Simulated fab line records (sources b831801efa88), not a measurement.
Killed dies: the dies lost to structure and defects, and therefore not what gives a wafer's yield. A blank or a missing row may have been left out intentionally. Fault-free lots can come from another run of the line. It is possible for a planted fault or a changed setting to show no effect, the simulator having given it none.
A lot that was struck, set against a sound lot / flow sfqLine / 41 out of 325 route steps
Sound: the wafers L288.3, L288.4, L288.5. Struck: wafers L297.4, L297.5. (L297.3 of the same lot was not struck and is left out.) The cause comes at the end.
For every step that has rows: the tool of each side, followed by ch and its chambers, followed by its first start. Under that, the readings that differ: sound wafers / struck wafers / difference of the means / sigmas: that difference in standard deviations of wafers without a fault.
alike: words and numbers the same on both sides, and readings whose means are apart by under 2 such deviations; not compared: readings that were withheld, readings missing a value for some wafer, numbers with overlapping values and no deviation given by the record, and bounds like >300 which may hide the same value.
A row with sigmas, a row that says differs or no value, or rows on one side alone: a step with any of these is where the two part. When numbers do not overlap yet have no deviation, they are printed without sigmas and do not part them. Lack of a reading on every wafer of one side parts them only where that side has two or more wafers.

first, 6 steps without rows for these wafers: SFQ_TRILAYER_L0_VIA_LITHO_COAT_018 (resist thk 62 nm); SFQ_TRILAYER_L0_VIA_LITHO_COAT_013 (resist thk 650 nm); SFQ_TRILAYER_L0_VIA_LITHO_SOFTBAKE_017; SFQ_TRILAYER_L0_VIA_LITHO_EXPOSE_014 (exposes mask L0V, target cd 700 nm); SFQ_TRILAYER_L0_VIA_LITHO_PEB_016 (peb time 60 s); SFQ_TRILAYER_L0_VIA_LITHO_DEVELOP_015 (time 60 s).
SFQ_L0V_OVL_MEAS_903:
  sound on overlay-02 at day 4 23:52; struck on overlay-01 at day 7 04:13
  alike: L0V_OVL
then, 5 steps without rows for these wafers: SFQ_TRILAYER_L0_VIA_BARC_OPEN_VIA_ETCH_021 (etches BARC in O2, target depth 125 nm, time 41.7 s); SFQ_TRILAYER_L0_VIA_ETCH_VIA_ETCH_016 (etches SiO2 in CHF3, stops on MoNx KI, target depth 80 nm); SFQ_TRILAYER_L0_VIA_STRIP_STRIP_017 (strips in O2); SFQ_TRILAYER_L0_VIA_STRIP_SOLV_CLEAN_018 (cleans in NMP, time 600 s); SFQ_TRILAYER_M0_DEP_PRE_CLEAN_020 (time 15 s).
SFQ_TRILAYER_M0_DEP_SPUTTER_019: material Nb, target thk 200 nm, time 133.3 s.
  sound on pvdSputter-05 at day 5 00:47; struck on pvdSputter-05 at day 7 05:08
reading=model.Nb_of_TRILAYER_M0_DEP_SPUTTER_019.thkNm (nm); sound=200.8 200.4 198.7; struck=119.2 119.1; difference=-80.8; sigmas=
  alike: cathodeDcPowerW, throttleValvePct
SFQ_M0_RS_MEAS_904: measurement is done with a four-point probe.
  sound on filmMetro-03 at day 5 00:55; struck on filmMetro-04 at day 7 05:32
reading=M0_NB_RS (ohm/sq); sound=0.886 0.888 0.895; struck=1.506 1.507; difference=+0.617; sigmas=+66
  not compared: hold
then, 5 steps without rows for these wafers: SFQ_TRILAYER_M0_LITHO_COAT_021 (resist thk 600 nm); SFQ_TRILAYER_M0_LITHO_SOFTBAKE_025; SFQ_TRILAYER_M0_LITHO_EXPOSE_022 (exposes mask M0, target cd 500 nm); SFQ_TRILAYER_M0_LITHO_PEB_024 (peb time 60 s); SFQ_TRILAYER_M0_LITHO_DEVELOP_023 (time 60 s).
-- the record jumps here: 3 days lie between the struck wafers' starts before and after --
SFQ_M0_OVL_MEAS_906:
  sound on overlay-01 at day 7 12:58; struck on overlay-01 at day 10 03:29
  alike: M0_OVL
then, 1 step without rows for these wafers: SFQ_TRILAYER_M0_BARC_OPEN_METAL_ETCH_031 (etches BARC in O2, target depth 125 nm, time 41.7 s).
SFQ_TRILAYER_M0_ETCH_METAL_ETCH_024: etches Nb in Cl2/Ar, stops on SiO2, target depth 240 nm, time 120 s.
  sound on rieMetal-04 ch 0,1, day 7 13:05; struck on rieMetal-04 ch 0, day 10 03:36
reading=oesProductAu (a.u.); sound=0.904 0.894 0.891; struck=0.687 0.680; difference=-0.213; sigmas=-31
  alike: drypumpMotorCurrentA
  not compared: rfHoursCounterH
SFQ_TRILAYER_M0_STRIP_STRIP_025: strips in O2.
  sound on rieMetal-04 ch 0,1, day 7 13:22; struck on rieMetal-04 ch 0, day 10 03:53
  alike: drypumpMotorCurrentA, oesProductAu
  not compared: rfHoursCounterH
then, 1 step without rows for these wafers: SFQ_TRILAYER_M0_STRIP_SOLV_CLEAN_026 (cleans in NMP, time 600 s).
SFQ_TRILAYER_I0_DEP_PECVD_027: deposits SiO2 from SiH4/N2O, time 111.11 s, target thk 500 nm.
  sound on pecvd-04 ch 0,1,2, day 7 13:56; struck on pecvd-01 ch 0,2, day 10 04:28
  alike: heaterPowerW, throttleValvePct
SFQ_TRILAYER_I0_CMP_CMP_028: polishes SiO2.
  sound on cmp-01 ch 0,2, day 7 18:55; struck on cmp-02 ch 0,1, day 10 07:39
reading=timeToEndpointS (s); sound=207 228 225; struck=205 196; difference=-20; sigmas=-2
  alike: motorCurrentA, slurryFlowMlMin
SFQ_I0_BOW_MEAS_907:
  sound on filmMetro-03 at day 7 21:58; struck on filmMetro-04 at day 10 10:11
  alike: I0_BOW
then, 7 steps without rows for these wafers: SFQ_TRILAYER_I0_METRO_MEASURE_029; SFQ_TRILAYER_I0_VIA_LITHO_COAT_036 (resist thk 62 nm); SFQ_TRILAYER_I0_VIA_LITHO_COAT_031 (resist thk 650 nm); SFQ_TRILAYER_I0_VIA_LITHO_SOFTBAKE_035; SFQ_TRILAYER_I0_VIA_LITHO_EXPOSE_032 (exposes mask I0, target cd 500 nm); SFQ_TRILAYER_I0_VIA_LITHO_PEB_034 (peb time 60 s); SFQ_TRILAYER_I0_VIA_LITHO_DEVELOP_033 (time 60 s).
SFQ_I0_OVL_MEAS_908:
  sound on overlay-01 at day 9 14:55; struck on overlay-02 at day 12 01:49
  alike: I0_OVL
then, 1 step without rows for these wafers: SFQ_TRILAYER_I0_VIA_BARC_OPEN_VIA_ETCH_046 (etches BARC in O2, target depth 125 nm, time 41.7 s).
SFQ_TRILAYER_I0_VIA_ETCH_VIA_ETCH_034: etches SiO2 in CHF3, stops on Nb, target depth 260 nm.
  sound on rieDiel-02 ch 0,1,3, day 9 14:59; struck on rieDiel-03 ch 2,3, day 12 01:53
  alike: drypumpMotorCurrentA, oesProductAu
SFQ_TRILAYER_I0_VIA_STRIP_STRIP_035: strips in O2.
  sound on rieMetal-02 ch 0,1, day 9 15:17; struck on rieMetal-02 ch 1, day 12 02:11
  alike: drypumpMotorCurrentA, oesProductAu
  not compared: rfHoursCounterH
then, 2 steps without rows for these wafers: SFQ_TRILAYER_I0_VIA_STRIP_SOLV_CLEAN_036 (cleans in NMP, time 600 s); SFQ_TRILAYER_M1_DEP_PRE_CLEAN_038 (time 22.5 s).
-- the record jumps here: 76 days lie between the struck wafers' starts before and after --
SFQ_M8_BOW_MEAS_951:
  sound on filmMetro-03 at day 86 06:53; struck on filmMetro-03 at day 87 14:22
reading=model.etest.m0.ohmUm; sound=1.772 1.772 1.79; struck=2.983 2.99; difference=+1.209; sigmas=
reading=model.etest.i0.linkOhm; sound=1.965 1.974 1.979; struck=2.563 2.554; difference=+0.586; sigmas=
reading=model.etest.m0.ohmSq; sound=0.8859 0.8875 0.8952; struck=1.492 1.493; difference=+0.603; sigmas=
  alike: M8_BOW

== WHERE THEY PART ==
Earliest at SFQ_M0_RS_MEAS_904; latest, in this record, at SFQ_TRILAYER_I0_CMP_CMP_028. Later steps at which nothing parts them and some readings are alike: SFQ_I0_BOW_MEAS_907, SFQ_I0_OVL_MEAS_908, SFQ_TRILAYER_I0_VIA_ETCH_VIA_ETCH_034, SFQ_TRILAYER_I0_VIA_STRIP_STRIP_035, SFQ_M8_BOW_MEAS_951.

WHY: whatever the simulator had introduced
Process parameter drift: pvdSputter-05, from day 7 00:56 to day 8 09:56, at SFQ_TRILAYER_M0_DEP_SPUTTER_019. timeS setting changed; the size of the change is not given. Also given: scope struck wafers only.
